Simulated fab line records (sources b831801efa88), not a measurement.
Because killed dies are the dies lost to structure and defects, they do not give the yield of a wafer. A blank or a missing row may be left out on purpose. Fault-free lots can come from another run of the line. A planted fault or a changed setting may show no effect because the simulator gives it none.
The tool behind it: which one? + flow sky130 + Sampling: 12 lots, 36 wafers, 6 of 708 route steps

WHAT THE GAUGES SHOWED, per wafer
SKY_PWDE_OVL_MEAS_07. Usual: for PWDE_OVL the level is 0.2 nm and the standard deviation is 1.5.
| lot  | measured    | on         | PWDE_OVL (nm)  | flag |
|------|-------------|------------|----------------|------|
| L329 | day 3 21:17 | overlay-02 | 1.2 2.3 2.1    |      |
| L330 | day 4 01:14 | overlay-01 | 0.3 3.4 1.7    |      |
| L332 | day 4 11:28 | overlay-01 | 1.1 -1.4 1.2   |      |
| L333 | day 4 22:52 | overlay-01 | 1.4 -0.7 0.4   |      |
| L334 | day 5 02:02 | overlay-02 | -1.7 0.6 1.3   |      |
| L335 | day 5 06:16 | overlay-01 | 0.0 1.6 3.0    |      |
| L336 | day 5 14:22 | overlay-01 | 0.4 1.3 1.4    |      |
| L337 | day 5 19:41 | overlay-02 | 1.0 1.3 0.4    |      |
| L338 | day 5 22:43 | overlay-01 | 1.1 0.6 -1.2   |      |
| L339 | day 6 02:53 | overlay-02 | -2.5 -2.8 -3.3 |      |
| L346 | day 7 18:26 | overlay-01 | 2.0 2.2 2.3    |      |
| L349 | day 8 10:49 | overlay-02 | 0.9 0.6 -0.7   |      |

SKY_NWELL_OVL_MEAS_23. Usual: for NWELL_01_OVL the level is -0.1 nm and the standard deviation is 1.7.
| lot  | measured     | on         | NWELL_01_OVL (nm) | flag |
|------|--------------|------------|-------------------|------|
| L329 | day 5 09:05  | overlay-01 | 0.6 2.5 2.0       |      |
| L330 | day 5 13:23  | overlay-02 | -0.6 -0.9 -0.2    |      |
| L332 | day 5 23:59  | overlay-01 | -0.8 0.6 2.1      |      |
| L333 | day 6 12:52  | overlay-01 | 3.8 2.1 1.0       |      |
| L334 | day 6 15:41  | overlay-02 | -2.7 -2.3 -2.8    |      |
| L335 | day 6 19:28  | overlay-01 | -1.9 -0.2 -0.4    |      |
| L336 | day 7 03:46  | overlay-01 | 1.5 1.7 2.8       |      |
| L337 | day 7 09:50  | overlay-02 | -1.2 -2.3 -2.5    |      |
| L338 | day 7 12:25  | overlay-02 | -0.2 -1.0 -0.3    |      |
| L339 | day 7 17:23  | overlay-01 | -0.2 1.3 -0.5     |      |
| L346 | day 9 12:45  | overlay-01 | -1.0 1.2 -1.1     |      |
| L349 | day 10 07:11 | overlay-02 | 0.7 1.1 0.1       |      |

SKY_NWELL_TW_MEAS_26. Usual: for NWELL_2_TW the level is 498 and the standard deviation is 3.2.
| lot  | measured     | on            | NWELL_2_TW  | flag |
|------|--------------|---------------|-------------|------|
| L329 | day 5 09:23  | film metro-02 | 492 494 493 |      |
| L330 | day 5 13:41  | film metro-03 | 499 498 499 |      |
| L332 | day 6 00:16  | film metro-03 | 500 500 500 |      |
| L333 | day 6 13:09  | film metro-03 | 498 500 499 |      |
| L334 | day 6 15:58  | film metro-03 | 497 499 499 |      |
| L335 | day 6 19:45  | film metro-01 | 498 494 496 |      |
| L336 | day 7 04:03  | film metro-01 | 499 497 499 |      |
| L337 | day 7 10:08  | film metro-03 | 502 501 501 |      |
| L338 | day 7 12:43  | film metro-02 | 498 498 496 |      |
| L339 | day 7 17:41  | film metro-02 | 495 493 494 |      |
| L346 | day 9 13:03  | film metro-03 | 497 500 499 |      |
| L349 | day 10 07:28 | film metro-03 | 499 530 501 | OFF  |

WHAT TOOL EACH LOT RAN ON (gives the tool, then ch and the chambers of the sampled wafers, and finally the start)
| lot  | SKY_PWDE_COAT_02                 | SKY_PWDE_STRIP_09                   | SKY_NWELL_STRIP_14                  |
|------|----------------------------------|-------------------------------------|-------------------------------------|
| L329 | litho track-03 ch 0, day 3 13:02 | plasma asher-01 ch 0,1, day 3 21:28 | plasma asher-03 ch 0, day 4 15:03   |
| L330 | litho track-03 ch 0, day 3 17:08 | plasma asher-02 ch 0,1, day 4 01:26 | plasma asher-01 ch 0,1, day 4 19:09 |
| L332 | litho track-04 ch 0, day 4 02:28 | plasma asher-02 ch 0,1, day 4 11:40 | plasma asher-01 ch 0,1, day 5 05:37 |
| L333 | litho track-03 ch 0, day 4 13:55 | plasma asher-01 ch 0,1, day 4 23:04 | plasma asher-04 ch 0,1, day 5 18:16 |
| L334 | litho track-04 ch 0, day 4 17:02 | plasma asher-02 ch 1, day 5 02:12   | plasma asher-04 ch 0,1, day 5 20:43 |
| L335 | litho track-01 ch 0, day 4 20:55 | plasma asher-04 ch 0,1, day 5 06:28 | plasma asher-01 ch 0,1, day 6 01:09 |
| L336 | litho track-01 ch 0, day 5 04:58 | plasma asher-04 ch 0,1, day 5 14:34 | plasma asher-04 ch 0,1, day 6 09:25 |
| L337 | litho track-03 ch 0, day 5 10:07 | plasma asher-02 ch 0,1, day 5 19:53 | plasma asher-03 ch 0,1, day 6 15:26 |
| L338 | litho track-04 ch 0, day 5 13:25 | plasma asher-01 ch 1, day 5 22:55   | plasma asher-03 ch 0,1, day 6 17:43 |
| L339 | litho track-03 ch 0, day 5 17:07 | plasma asher-04 ch 0,1, day 6 03:05 | plasma asher-04 ch 0,1, day 6 22:02 |
| L346 | litho track-04 ch 0, day 7 08:38 | plasma asher-01 ch 0,1, day 7 18:38 | plasma asher-03 ch 0,1, day 8 15:23 |
| L349 | litho track-04 ch 0, day 8 00:25 | plasma asher-01 ch 0,1, day 8 11:00 | plasma asher-01 ch 0,1, day 9 08:55 |
- SKY_PWDE_COAT_02: resist thk 3000 nm.
- SKY_PWDE_STRIP_09: strips in O2/N2.
- SKY_NWELL_STRIP_14: strips in O2/N2.

WHAT THE TOOLS THEMSELVES READ (means of the sampled wafers that have a number; where no wafer has one, the mark that the record gives instead)
SKY_PWDE_STRIP_09. Usual: drypump motor current A 5.6 A, standard deviation 0.47; oes product au 0.722 a.u., standard deviation 0.0048; strip time to endpoint s 36.87 s, standard deviation 0.11.
| lot  | tool            | drypump motor current A (A) | oes product au (a.u.) | strip time to endpoint s (s) | flag |
|------|-----------------|-----------------------------|-----------------------|------------------------------|------|
| L329 | plasma asher-01 | 5.8                         | 0.721                 | 36.95                        |      |
| L330 | plasma asher-02 | 5.5                         | 0.723                 | 36.99                        |      |
| L332 | plasma asher-02 | 5.5                         | 0.721                 | 36.87                        |      |
| L333 | plasma asher-01 | 5.8                         | 0.717                 | 36.99                        |      |
| L334 | plasma asher-02 | 5.4                         | 0.727                 | 36.77                        |      |
| L335 | plasma asher-04 | 5.4                         | 0.722                 | 36.96                        |      |
| L336 | plasma asher-04 | 5.3                         | 0.724                 | 36.68                        |      |
| L337 | plasma asher-02 | 5.5                         | 0.720                 | 36.98                        |      |
| L338 | plasma asher-01 | 5.4                         | 0.721                 | 36.84                        |      |
| L339 | plasma asher-04 | 5.3                         | 0.725                 | 37.03                        |      |
| L346 | plasma asher-01 | 6.2                         | 0.725                 | 36.83                        |      |
| L349 | plasma asher-01 | 5.8                         | 0.658                 | 26.97                        | OFF  |

SKY_NWELL_STRIP_14. Usual: drypump motor current A 5.7 A, standard deviation 0.56; oes product au 0.722 a.u., standard deviation 0.0044; strip time to endpoint s 36.95 s, standard deviation 0.11.
| lot  | tool            | drypump motor current A (A) | oes product au (a.u.) | strip time to endpoint s (s) | flag |
|------|-----------------|-----------------------------|-----------------------|------------------------------|------|
| L329 | plasma asher-03 | 6.4                         | 0.717                 | 37.03                        |      |
| L330 | plasma asher-01 | 5.8                         | 0.725                 | 36.89                        |      |
| L332 | plasma asher-01 | 6.2                         | 0.722                 | 36.89                        |      |
| L333 | plasma asher-04 | 5.3                         | 0.720                 | 36.89                        |      |
| L334 | plasma asher-04 | 5.3                         | 0.724                 | 36.96                        |      |
| L335 | plasma asher-01 | 5.8                         | 0.721                 | 36.96                        |      |
| L336 | plasma asher-04 | 5.3                         | 0.726                 | 37.10                        |      |
| L337 | plasma asher-03 | 5.7                         | 0.718                 | 36.93                        |      |
| L338 | plasma asher-03 | 5.7                         | 0.719                 | 36.90                        |      |
| L339 | plasma asher-04 | 5.3                         | 0.721                 | 37.03                        |      |
| L346 | plasma asher-03 | 6.0                         | 0.723                 | 37.01                        |      |
| L349 | plasma asher-01 | 6.2                         | 0.723                 | 36.90                        |      |

THE ANSWER, worked out from the rows above alone
Rule: a lot counts as off when the mean over its wafers that have a number is more than 3 standard deviations away from the usual mean. Also off: a lot with no number at a reading for which 4 or more lots have one. Any other lot the step has rows for is counted as sound. The gauges are gone through in route order, then the tools' own readings, and for those a lot's mean is taken as printed above. At the first step where some lot is off, the reading lying furthest off is the one used; lots without a number count as furthest.
Off: L349, seen at SKY_NWELL_TW_MEAS_26 (NWELL_2_TW).
If a tool, at a process step before that reading, ran all the lots that are off and no sound lot after the first of them, it fits. Not tried: the gauges at SKY_NWELL_TW_MEAS_26; whatever is off there is also off at SKY_PWDE_STRIP_09, on other tools, and gauge error can't account for it. Can't be told from this: 2 tools fit, litho track-04 at SKY_PWDE_COAT_02, plasma asher-01 at SKY_PWDE_STRIP_09 and SKY_NWELL_STRIP_14.

WHAT THE SIMULATOR PUT IN
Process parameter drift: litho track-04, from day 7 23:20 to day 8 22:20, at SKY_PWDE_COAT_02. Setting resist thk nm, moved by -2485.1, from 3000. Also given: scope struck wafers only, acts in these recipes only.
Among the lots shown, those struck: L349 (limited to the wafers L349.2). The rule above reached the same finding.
